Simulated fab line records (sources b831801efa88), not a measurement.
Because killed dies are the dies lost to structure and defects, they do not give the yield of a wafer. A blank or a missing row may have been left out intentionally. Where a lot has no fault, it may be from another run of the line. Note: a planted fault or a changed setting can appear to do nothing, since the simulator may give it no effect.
Which tool was responsible? | flow sky130 | 12 lots with 36 wafers sampled at 4 steps, on a route of 708 steps

WHAT THE GAUGES SHOWED, per wafer
No reading from a measuring or inspecting step in the record can be judged against a usual standard deviation.

TOOL THAT RAN EACH LOT (tool first, then ch and the chambers of the sampled wafers, then the start)
lot  | SKY_LDD_N_IMPLANT_09            | SKY_POLY_CUT_ETCH_11              | SKY_LOCAL_INTERCONNECT_METAL_ETCH_14 | SKY_LOCAL_INTERCONNECT_STRIP_15
L213 | implanter-03 ch 0, day 17 08:54 | rieDiel-01 ch 0,3, day 23 22:58   | rieMetal-01 ch 0,1, day 30 03:33     | plasmaAsher-02 ch 0,1, day 30 03:37
L214 | implanter-01 ch 0, day 18 07:26 | rieDiel-02 ch 0,1,2, day 24 20:16 | rieMetal-04 ch 0,1, day 30 20:57     | plasmaAsher-02 ch 0,1, day 30 21:01
L216 | implanter-03 ch 0, day 19 01:59 | rieDiel-01 ch 0,1,3, day 25 15:19 | rieMetal-02 ch 0,1, day 31 15:41     | plasmaAsher-03 ch 0,1, day 31 15:46
L217 | implanter-01 ch 0, day 19 02:06 | rieDiel-03 ch 0,3, day 25 16:19   | rieMetal-04 ch 1, day 31 16:37       | plasmaAsher-03 ch 0,1, day 31 16:40
L218 | implanter-03 ch 0, day 19 23:09 | rieDiel-03 ch 0,1,3, day 26 10:22 | rieMetal-01 ch 0,1, day 32 07:07     | plasmaAsher-03 ch 0,1, day 32 07:10
L219 | implanter-02 ch 0, day 20 05:10 | rieDiel-01 ch 1,3, day 26 13:07   | rieMetal-01 ch 0,1, day 32 10:49     | plasmaAsher-03 ch 0,1, day 32 10:52
L226 | implanter-01 ch 0, day 22 19:01 | rieDiel-03 ch 1,2,3, day 28 21:19 | rieMetal-02 ch 0,1, day 34 14:20     | plasmaAsher-01 ch 1, day 34 14:23
L228 | implanter-03 ch 0, day 23 11:31 | rieDiel-03 ch 1,2, day 29 15:31   | rieMetal-04 ch 0,1, day 35 09:17     | plasmaAsher-03 ch 1, day 35 09:20
L230 | implanter-02 ch 0, day 24 05:56 | rieDiel-02 ch 0,1,2, day 30 09:40 | rieMetal-02 ch 0, day 36 02:02       | plasmaAsher-03 ch 0,1, day 36 02:08
L232 | implanter-03 ch 0, day 24 18:33 | rieDiel-02 ch 0,1,2, day 30 19:37 | rieMetal-02 ch 0,1, day 36 12:30     | plasmaAsher-03 ch 0,1, day 36 12:33
L234 | implanter-03 ch 0, day 25 06:07 | rieDiel-01 ch 0,1,3, day 31 07:10 | rieMetal-04 ch 0, day 36 23:55       | plasmaAsher-01 ch 0,1, day 36 23:59
L236 | implanter-03 ch 0, day 26 06:06 | rieDiel-03 ch 2,3, day 32 03:28   | rieMetal-04 ch 0, day 37 19:06       | plasmaAsher-02 ch 0,1, day 37 19:12
- SKY_LDD_N_IMPLANT_09
- SKY_POLY_CUT_ETCH_11: etches Si3N4 in CF4/CH2F2/Ar, stops on poly-Si, time 42.5 s, target depth 60 nm.
- SKY_LOCAL_INTERCONNECT_METAL_ETCH_14: etches TiN in Cl2/BCl3, stops on PSG, target depth 110 nm, time 31.4 s.
- SKY_LOCAL_INTERCONNECT_STRIP_15: strips in O2/N2.

AS READ BY THE TOOLS THEMSELVES (means over the sampled wafers that have a number; for cases with no such wafer, the mark the record gives instead)
SKY_LDD_N_IMPLANT_09. Usual: doseIonsCm2 7.5e+13, standard deviation 8.2e+10; faradayCurrentUA 424, standard deviation 8.6.
lot  | tool         | doseIonsCm2 | faradayCurrentUA | flag
L213 | implanter-03 | 7.5e+13     | 430              | 
L214 | implanter-01 | 7.5e+13     | 430              | 
L216 | implanter-03 | 6.8e+13     | 385              | OFF
L217 | implanter-01 | 7.5e+13     | 425              | 
L218 | implanter-03 | 6.8e+13     | 384              | OFF
L219 | implanter-02 | 7.5e+13     | 427              | 
L226 | implanter-01 | 7.5e+13     | 419              | 
L228 | implanter-03 | 7.5e+13     | 427              | 
L230 | implanter-02 | 7.5e+13     | 430              | 
L232 | implanter-03 | 7.5e+13     | 421              | 
L234 | implanter-03 | 7.5e+13     | 424              | 
L236 | implanter-03 | 7.5e+13     | 429              | 

SKY_POLY_CUT_ETCH_11. Usual: drypumpMotorCurrentA 5.6 A, standard deviation 0.39; oesProductAu 0.830 a.u., standard deviation 0.0058; throttleValvePct 14.995 %, standard deviation 0.0089.
lot  | tool       | drypumpMotorCurrentA (A) | oesProductAu (a.u.) | throttleValvePct (%) | flag
L213 | rieDiel-01 | 5.6                      | 0.837               | 14.993               | 
L214 | rieDiel-02 | 6.3                      | 0.831               | 14.991               | 
L216 | rieDiel-01 | 5.6                      | 0.834               | 14.995               | 
L217 | rieDiel-03 | 5.8                      | 0.840               | 14.993               | 
L218 | rieDiel-03 | 5.5                      | 0.826               | 15.000               | 
L219 | rieDiel-01 | 5.6                      | 0.828               | 14.996               | 
L226 | rieDiel-03 | 5.3                      | 0.826               | 14.991               | 
L228 | rieDiel-03 | 5.3                      | 0.831               | 14.995               | 
L230 | rieDiel-02 | 6.3                      | 0.827               | 14.994               | 
L232 | rieDiel-02 | 6.3                      | 0.835               | 14.999               | 
L234 | rieDiel-01 | 5.6                      | 0.830               | 15.003               | 
L236 | rieDiel-03 | 5.5                      | 0.827               | 14.987               | 

SKY_LOCAL_INTERCONNECT_METAL_ETCH_14. Usual: drypumpMotorCurrentA 5.5 A, standard deviation 0.44; mfcCl2Sccm 60.01 sccm, standard deviation 0.19; oesProductAu 0.944 a.u., standard deviation 0.0094; throttleValvePct 21.898 %, standard deviation 0.01.
lot  | tool        | drypumpMotorCurrentA (A) | mfcCl2Sccm (sccm) | oesProductAu (a.u.) | throttleValvePct (%) | flag
L213 | rieMetal-01 | 5.3                      | 60.00             | 0.944               | 21.899               | 
L214 | rieMetal-04 | 5.3                      | 60.16             | 0.946               | 21.900               | 
L216 | rieMetal-02 | 5.4                      | 60.09             | 0.942               | 21.901               | 
L217 | rieMetal-04 | 5.2                      | 59.92             | 0.949               | 21.906               | 
L218 | rieMetal-01 | 5.4                      | 59.87             | 0.946               | 21.903               | 
L219 | rieMetal-01 | 5.3                      | 59.98             | 0.949               | 21.891               | 
L226 | rieMetal-02 | 5.9                      | 59.96             | 0.947               | 21.902               | 
L228 | rieMetal-04 | 5.3                      | 60.11             | 0.932               | 21.907               | 
L230 | rieMetal-02 | 6.3                      | 59.93             | 0.938               | 21.900               | 
L232 | rieMetal-02 | 5.9                      | 60.06             | 0.954               | 21.898               | 
L234 | rieMetal-04 | 5.6                      | 59.75             | 0.932               | 21.908               | 
L236 | rieMetal-04 | 5.6                      | 60.33             | 0.945               | 21.892               | 

SKY_LOCAL_INTERCONNECT_STRIP_15. Usual: drypumpMotorCurrentA 5.5 A, standard deviation 0.55; oesProductAu 0.428 a.u., standard deviation 0.0049; stripTimeToEndpointS 4.744 s, standard deviation 0.023.
lot  | tool           | drypumpMotorCurrentA (A) | oesProductAu (a.u.) | stripTimeToEndpointS (s) | flag
L213 | plasmaAsher-02 | 6.3                      | 0.427               | 4.746                    | 
L214 | plasmaAsher-02 | 6.3                      | 0.429               | 4.748                    | 
L216 | plasmaAsher-03 | 5.2                      | 0.425               | 4.777                    | 
L217 | plasmaAsher-03 | 5.3                      | 0.430               | 4.780                    | 
L218 | plasmaAsher-03 | 5.2                      | 0.425               | 4.722                    | 
L219 | plasmaAsher-03 | 5.2                      | 0.432               | 4.748                    | 
L226 | plasmaAsher-01 | 5.0                      | 0.425               | 4.760                    | 
L228 | plasmaAsher-03 | 5.5                      | 0.428               | 4.742                    | 
L230 | plasmaAsher-03 | 5.2                      | 0.426               | 4.726                    | 
L232 | plasmaAsher-03 | 5.4                      | 0.428               | 4.730                    | 
L234 | plasmaAsher-01 | 5.3                      | 0.425               | 4.745                    | 
L236 | plasmaAsher-02 | 5.9                      | 0.430               | 4.751                    | 

THE ANSWER, worked out from the rows above alone
Rule: take the mean of a lot's wafers that have a number; if it is more than 3 standard deviations from the usual mean, the lot is off. A lot without any number at a reading at which 4 lots or more have one is off too. Any other lot the step has rows for is counted as sound. The gauges are gone through in route order, then the tools' own readings, and for those a lot's mean is taken as printed above. At the first step where some lot is off, the reading lying furthest off is the one used; lots without a number count as furthest.
Off, at SKY_LDD_N_IMPLANT_09 on doseIonsCm2: L216, L218.
If a tool, at that step or one of the process steps before it, ran each lot that is off and ran no sound lot following the first of them, it fits. Not one of the candidates tried fits.

WHAT THE SIMULATOR HAD PUT IN
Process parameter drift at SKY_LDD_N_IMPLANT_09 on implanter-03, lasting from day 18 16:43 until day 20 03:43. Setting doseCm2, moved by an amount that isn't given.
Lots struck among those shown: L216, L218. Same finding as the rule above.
